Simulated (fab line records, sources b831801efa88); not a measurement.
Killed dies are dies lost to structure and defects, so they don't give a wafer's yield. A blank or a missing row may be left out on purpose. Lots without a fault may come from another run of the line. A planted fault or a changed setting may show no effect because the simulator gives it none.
Which tool did it? | flow gf180mcu | 24 lots, 72 wafers sampled, at 5 steps of a route of 602

WHAT THE GAUGES READ, wafer by wafer
GF_NSD_OVL_MEAS_08. Usual: NSD_OVL 0.3 nm, standard deviation 1.6.
lot  | measured     | on         | NSD_OVL (nm)   | flag
L074 | day 13 08:52 | overlay-01 | 0.7 0.3 -0.7   |
L075 | day 13 13:05 | overlay-02 | 0.2 -1.2 -2.5  |
L076 | day 14 01:45 | overlay-01 | 3.7 3.8 4.0    |
L077 | day 14 07:41 | overlay-01 | 1.5 3.3 2.0    |
L078 | day 14 13:02 | overlay-01 | 1.5 0.2 0.2    |
L079 | day 15 02:22 | overlay-01 | -1.5 -0.5 -1.9 |
L080 | day 15 06:10 | overlay-02 | 0.7 -0.2 -0.5  |
L081 | day 15 16:58 | overlay-01 | 1.7 0.6 3.2    |
L082 | day 16 00:54 | overlay-01 | 2.0 0.3 -0.1   |
L083 | day 16 13:14 | overlay-01 | 0.8 -0.2 -0.2  |
L084 | day 16 20:34 | overlay-02 | -0.6 -0.6 -2.9 |
L085 | day 17 05:20 | overlay-02 | -0.4 -0.6 -0.8 |
L086 | day 17 12:27 | overlay-02 | -2.1 -1.8 -0.3 |
L087 | day 17 21:09 | overlay-01 | 1.4 2.1 2.1    |
L088 | day 18 04:15 | overlay-02 | 2.0 2.1 0.5    |
L089 | day 18 09:55 | overlay-01 | -0.8 -1.2 0.2  |
L090 | day 18 22:28 | overlay-01 | -1.8 -1.8 -0.4 |
L091 | day 19 05:57 | overlay-01 | 3.6 1.7 0.1    |
L092 | day 19 15:46 | overlay-02 | 1.1 -0.6 1.3   |
L093 | day 19 22:30 | overlay-01 | -0.2 -0.7 0.1  |
L094 | day 20 05:55 | overlay-01 | 1.2 1.0 -0.6   |
L095 | day 20 13:11 | overlay-01 | 1.5 0.8 -0.8   |
L096 | day 20 22:07 | overlay-02 | -1.5 -1.6 0.0  |
L097 | day 21 10:46 | overlay-02 | -1.5 0.4 1.3   |

GF_M3_OVL_MEAS_15. Usual: M3_OVL -5 nm, standard deviation 6.9.
lot  | measured     | on         | M3_OVL (nm) | flag
L074 | day 21 11:29 | overlay-02 | 7 9 -4      |
L075 | day 21 14:36 | overlay-02 | -7 -1 -11   |
L076 | day 22 04:36 | overlay-01 | -8 -4 1     |
L077 | day 22 12:59 | overlay-01 | -11 4 -9    |
L078 | day 22 17:08 | overlay-01 | -10 -5 -3   |
L079 | day 23 06:48 | overlay-02 | 1 -4 -2     |
L080 | day 23 12:34 | overlay-02 | -4 -11 -10  |
L081 | day 23 20:08 | overlay-01 | -11 -19 -17 |
L082 | day 24 05:36 | overlay-02 | -2 -4 -4    |
L083 | day 24 19:29 | overlay-02 | -12 -12 -15 |
L084 | day 24 23:39 | overlay-02 | 6 9 8       |
L085 | day 25 12:52 | overlay-02 | -11 -18 -10 |
L086 | day 25 18:32 | overlay-02 | -9 -4 -4    |
L087 | day 25 21:45 | overlay-02 | -11 -13 -14 |
L088 | day 26 08:53 | overlay-01 | -13 -13 -10 |
L089 | day 26 12:52 | overlay-02 | 0 -9 -4     |
L090 | day 26 19:53 | overlay-01 | 1 -3 -3     |
L091 | day 27 09:20 | overlay-01 | -9 -4 0     |
L092 | day 27 12:30 | overlay-01 | 2 0 0       |
L093 | day 27 16:05 | overlay-01 | -19 -12 -15 |
L094 | day 28 01:34 | overlay-02 | 2 3 -7      |
L095 | day 28 06:56 | overlay-01 | -2 -3 -2    |
L096 | day 28 11:55 | overlay-01 | 9 2 3       |
L097 | day 28 21:33 | overlay-01 | -13 -11 -16 |

WHICH TOOL RAN EACH LOT (tool, then ch and the chambers of the sampled wafers, then the start)
lot  | GF_LVPWELL_STRIP_10                 | GF_SALICIDE_SPUTTER_02       | GF_M2_SPUTTER_00
L074 | plasma_asher-03 ch 0,1, day 3 21:01 | pvd_sputter-03, day 15 03:12 | pvd_sputter-04, day 18 04:17
L075 | plasma_asher-01 ch 0,1, day 4 01:25 | pvd_sputter-03, day 15 08:09 | pvd_sputter-03, day 18 09:26
L076 | plasma_asher-03 ch 0,1, day 4 07:34 | pvd_sputter-03, day 15 21:31 | pvd_sputter-04, day 19 00:26
L077 | plasma_asher-01 ch 0,1, day 4 14:43 | pvd_sputter-02, day 16 03:38 | pvd_sputter-02, day 19 06:59
L078 | plasma_asher-02 ch 0,1, day 4 18:07 | pvd_sputter-03, day 16 09:17 | pvd_sputter-03, day 19 13:10
L079 | plasma_asher-01 ch 0,1, day 5 01:26 | pvd_sputter-02, day 16 23:16 | pvd_sputter-04, day 20 04:26
L080 | plasma_asher-03 ch 0,1, day 5 06:14 | pvd_sputter-03, day 17 02:29 | pvd_sputter-03, day 20 07:55
L081 | plasma_asher-01 ch 0,1, day 5 11:25 | pvd_sputter-03, day 17 14:22 | pvd_sputter-02, day 20 19:05
L082 | plasma_asher-03 ch 0,1, day 5 16:52 | pvd_sputter-02, day 17 23:55 | pvd_sputter-02, day 21 05:40
L083 | plasma_asher-01 ch 0,1, day 6 01:04 | pvd_sputter-03, day 18 13:37 | pvd_sputter-03, day 21 19:29
L084 | plasma_asher-01 ch 0,1, day 6 05:11 | pvd_sputter-02, day 18 21:13 | pvd_sputter-03, day 22 01:02
L085 | plasma_asher-03 ch 1, day 6 11:37   | pvd_sputter-03, day 19 06:05 | pvd_sputter-02, day 22 14:08
L086 | plasma_asher-01 ch 0,1, day 6 16:25 | pvd_sputter-04, day 19 14:53 | pvd_sputter-04, day 22 20:08
L087 | plasma_asher-02 ch 1, day 6 21:13   | pvd_sputter-03, day 19 21:55 | pvd_sputter-02, day 23 00:35
L088 | plasma_asher-01 ch 0,1, day 7 04:34 | pvd_sputter-03, day 20 05:46 | pvd_sputter-03, day 23 13:13
L089 | plasma_asher-02 ch 0,1, day 7 09:53 | pvd_sputter-04, day 20 11:04 | pvd_sputter-02, day 23 16:22
L090 | plasma_asher-03 ch 0,1, day 7 14:39 | pvd_sputter-04, day 21 00:22 | pvd_sputter-02, day 24 01:21
L091 | plasma_asher-01 ch 0,1, day 7 19:46 | pvd_sputter-04, day 21 11:59 | pvd_sputter-02, day 24 14:05
L092 | plasma_asher-01 ch 0,1, day 8 03:38 | pvd_sputter-04, day 21 16:58 | pvd_sputter-02, day 24 18:52
L093 | plasma_asher-03 ch 0,1, day 8 07:40 | pvd_sputter-04, day 21 21:37 | pvd_sputter-02, day 24 22:52
L094 | plasma_asher-02 ch 0,1, day 8 13:33 | pvd_sputter-04, day 22 10:05 | pvd_sputter-04, day 25 11:01
L095 | plasma_asher-03 ch 0,1, day 8 17:52 | pvd_sputter-04, day 22 13:43 | pvd_sputter-04, day 25 15:18
L096 | plasma_asher-02 ch 0,1, day 9 01:36 | pvd_sputter-02, day 22 20:37 | pvd_sputter-02, day 25 21:09
L097 | plasma_asher-03 ch 0,1, day 9 04:40 | pvd_sputter-02, day 23 09:26 | pvd_sputter-03, day 26 06:58
- GF_LVPWELL_STRIP_10: strips in O2/N2.
- GF_SALICIDE_SPUTTER_02: material Co, target thk 10 nm, time 20 s.
- GF_M2_SPUTTER_00: material Ti, target thk 37.5 nm, time 150 s.

WHAT THE TOOLS THEMSELVES READ (means of the sampled wafers that have a number; where no wafer has one, the mark that the record gives instead)
GF_LVPWELL_STRIP_10. Usual: drypump_motor_current_A 5.8 A, standard deviation 0.53; heater_power_w 358 W, standard deviation 25; oes_product_au 0.722 a.u., standard deviation 0.0049; strip_time_to_endpoint_s 37.01 s, standard deviation 0.084.
lot  | tool            | drypump_motor_current_A (A) | heater_power_w (W) | oes_product_au (a.u.) | strip_time_to_endpoint_s (s) | flag
L074 | plasma_asher-03 | 6.6                         | 371                | 0.722                 | 37.03                        |
L075 | plasma_asher-01 | 5.3                         | 354                | 0.724                 | 37.10                        |
L076 | plasma_asher-03 | 6.6                         | 363                | 0.722                 | 36.98                        |
L077 | plasma_asher-01 | 5.4                         | 341                | 0.726                 | 37.06                        |
L078 | plasma_asher-02 | 5.6                         | 387                | 0.724                 | 36.90                        |
L079 | plasma_asher-01 | 5.3                         | 351                | 0.725                 | 37.00                        |
L080 | plasma_asher-03 | 6.4                         | 363                | 0.722                 | 37.01                        |
L081 | plasma_asher-01 | 5.3                         | 349                | 0.720                 | 37.09                        |
L082 | plasma_asher-03 | 6.4                         | 356                | 0.728                 | 37.04                        |
L083 | plasma_asher-01 | 5.4                         | 338                | 0.721                 | 37.00                        |
L084 | plasma_asher-01 | 5.3                         | 360                | 0.719                 | 36.95                        |
L085 | plasma_asher-03 | 6.7                         | 373                | 0.727                 | 37.14                        |
L086 | plasma_asher-01 | 5.3                         | 361                | 0.722                 | 37.00                        |
L087 | plasma_asher-02 | 5.5                         | 411                | 0.730                 | 36.99                        |
L088 | plasma_asher-01 | 5.4                         | 335                | 0.717                 | 36.90                        |
L089 | plasma_asher-02 | 5.6                         | 364                | 0.723                 | 37.01                        |
L090 | plasma_asher-03 | 6.6                         | 366                | 0.721                 | 36.95                        |
L091 | plasma_asher-01 | 5.5                         | 345                | 0.718                 | 37.00                        |
L092 | plasma_asher-01 | 5.4                         | 338                | 0.724                 | 37.04                        |
L093 | plasma_asher-03 | 6.6                         | 366                | 0.722                 | 37.09                        |
L094 | plasma_asher-02 | 5.5                         | 385                | 0.727                 | 37.10                        |
L095 | plasma_asher-03 | 6.5                         | 363                | 0.725                 | 36.95                        |
L096 | plasma_asher-02 | 5.5                         | 384                | 0.718                 | 37.11                        |
L097 | plasma_asher-03 | 6.4                         | 358                | 0.721                 | 36.96                        |

GF_SALICIDE_SPUTTER_02. Usual: throttle_valve_pct 30.6 %, standard deviation 1.1.
lot  | tool           | throttle_valve_pct (%) | flag
L074 | pvd_sputter-03 | 31.3                   |
L075 | pvd_sputter-03 | 31.4                   |
L076 | pvd_sputter-03 | 31.5                   |
L077 | pvd_sputter-02 | 30.7                   |
L078 | pvd_sputter-03 | 31.7                   |
L079 | pvd_sputter-02 | 30.0                   |
L080 | pvd_sputter-03 | 30.4                   |
L081 | pvd_sputter-03 | 31.6                   |
L082 | pvd_sputter-02 | 31.5                   |
L083 | pvd_sputter-03 | 31.8                   |
L084 | pvd_sputter-02 | 31.0                   |
L085 | pvd_sputter-03 | 30.1                   |
L086 | pvd_sputter-04 | 29.7                   |
L087 | pvd_sputter-03 | 31.5                   |
L088 | pvd_sputter-03 | 32.2                   |
L089 | pvd_sputter-04 | 29.6                   |
L090 | pvd_sputter-04 | 29.6                   |
L091 | pvd_sputter-04 | 30.6                   |
L092 | pvd_sputter-04 | 29.7                   |
L093 | pvd_sputter-04 | 29.6                   |
L094 | pvd_sputter-04 | 30.0                   |
L095 | pvd_sputter-04 | 30.1                   |
L096 | pvd_sputter-02 | 30.0                   |
L097 | pvd_sputter-02 | 30.0                   |

GF_M2_SPUTTER_00. Usual: throttle_valve_pct 30.4 %, standard deviation 1.1.
lot  | tool           | throttle_valve_pct (%) | flag
L074 | pvd_sputter-04 | 29.6                   |
L075 | pvd_sputter-03 | 31.2                   |
L076 | pvd_sputter-04 | 30.7                   |
L077 | pvd_sputter-02 | 29.2                   |
L078 | pvd_sputter-03 | 31.0                   |
L079 | pvd_sputter-04 | 29.9                   |
L080 | pvd_sputter-03 | 31.2                   |
L081 | pvd_sputter-02 | 30.6                   |
L082 | pvd_sputter-02 | 31.4                   |
L083 | pvd_sputter-03 | 31.3                   |
L084 | pvd_sputter-03 | 30.9                   |
L085 | pvd_sputter-02 | 30.7                   |
L086 | pvd_sputter-04 | 30.2                   |
L087 | pvd_sputter-02 | 30.6                   |
L088 | pvd_sputter-03 | 31.4                   |
L089 | pvd_sputter-02 | 30.0                   |
L090 | pvd_sputter-02 | 30.8                   |
L091 | pvd_sputter-02 | 30.8                   |
L092 | pvd_sputter-02 | 29.9                   |
L093 | pvd_sputter-02 | 29.7                   |
L094 | pvd_sputter-04 | 30.3                   |
L095 | pvd_sputter-04 | 29.5                   |
L096 | pvd_sputter-02 | 29.8                   |
L097 | pvd_sputter-03 | 30.7                   |

THE ANSWER, worked out from the rows above alone
Rule: a lot is off if the mean of its wafers that have a number lies more than 3 standard deviations from the usual mean. A lot without any number at a reading at which 4 lots or more have one is off too. The other lots that the step has rows for count as sound. The gauges are gone through in route order, then the tools' own readings, and for those a lot's mean is taken as printed above. The first step at which some lot is off is used, and at that step the reading that is off furthest; a lot without a number counts as furthest.
No lot is off at any reading shown: from this, nothing can be told.

WHAT THE SIMULATOR HAD PUT IN
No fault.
